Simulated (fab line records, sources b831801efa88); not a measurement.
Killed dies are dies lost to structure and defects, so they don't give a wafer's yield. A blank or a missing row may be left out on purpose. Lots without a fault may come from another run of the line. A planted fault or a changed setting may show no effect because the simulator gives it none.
Chamber matching | flow gf180mcu | GF_POLY_GATE_ETCH_13 on rie_si-02: 4 sister chambers
The step etches poly-Si in HBr/Cl2, stops on SiO2, target depth 198.5 nm, time 69.6 s. 14 wafers are shown with their chamber, then 7 later ones without.

WAFERS WITH THEIR CHAMBER
wafer  | chamber | drypump_motor_current_A (A) | oes_product_au (a.u.) | throttle_valve_pct (%)
L787.3 | 1       | 5.4                         | 0.995                 | 33.680
L787.4 | 0       | 6.1                         | 0.999                 | 33.702
L787.6 | 1       | 5.3                         | 1.007                 | 33.696
L798.1 | 2       | 4.8                         | 0.980                 | 33.671
L798.2 | 0       | 6.1                         | 0.990                 | 33.691
L798.4 | 3       | 5.1                         | 0.984                 | 33.694
L799.1 | 0       | 6.1                         | 0.985                 | 33.677
L799.2 | 1       | 5.3                         | 1.008                 | 33.677
L799.6 | 2       | 4.8                         | 0.984                 | 33.660
L801.3 | 3       | 5.1                         | 0.988                 | 33.678
L801.4 | 0       | 6.1                         | 0.992                 | 33.692
L801.5 | 1       | 5.3                         | 0.999                 | 33.686
L805.3 | 3       | 5.1                         | 0.978                 | 33.683
L805.4 | 1       | 5.3                         | 0.999                 | 33.670

SIGNATURES (means of the wafers above)
reading                 | chamber 0 | chamber 1 | chamber 2 | chamber 3 | scatter within a chamber
drypump_motor_current_A | 6.100     | 5.320     | 4.800     | 5.100     | 0.0283
oes_product_au          | 0.99150   | 1.00160   | 0.98200   | 0.98333   | 0.00536
throttle_valve_pct      | 33.69050  | 33.68180  | 33.66550  | 33.68500  | 0.00947
Rule: a wafer's distance from a chamber is the root of the sum, over the readings, of the square of ((its reading less the chamber's mean) divided by the reading's scatter). The wafer belongs to the nearest chamber; if the next one is less than 2 further off, it can't be placed. The scatter: the root of (the sum of the squares of (reading less its chamber's mean) over the shown wafers, divided by (wafers less chambers)).

WAFERS WITHOUT THEIR CHAMBER
wafer  | drypump_motor_current_A (A) | oes_product_au (a.u.) | throttle_valve_pct (%)
L805.6 | 5.4                         | 0.997                 | 33.674
L806.2 | 6.2                         | 0.977                 | 33.661
L806.3 | 5.3                         | 1.005                 | 33.685
L806.5 | 5.4                         | 0.991                 | 33.685
L807.1 | 5.1                         | 0.984                 | 33.681
L807.2 | 6.1                         | 0.981                 | 33.676
L807.6 | 6.1                         | 0.970                 | 33.682

WHICH CHAMBER EACH WENT THROUGH
wafer  | from the rows above | in truth
L805.6 | 1                   | 1
L806.2 | 0                   | 0
L806.3 | 1                   | 1
L806.5 | 1                   | 1
L807.1 | 3                   | 3
L807.2 | 0                   | 0
L807.6 | 0                   | 0
Placed correctly: 7 of 7. Can't be placed from these rows: 0. Placed wrongly: 0.
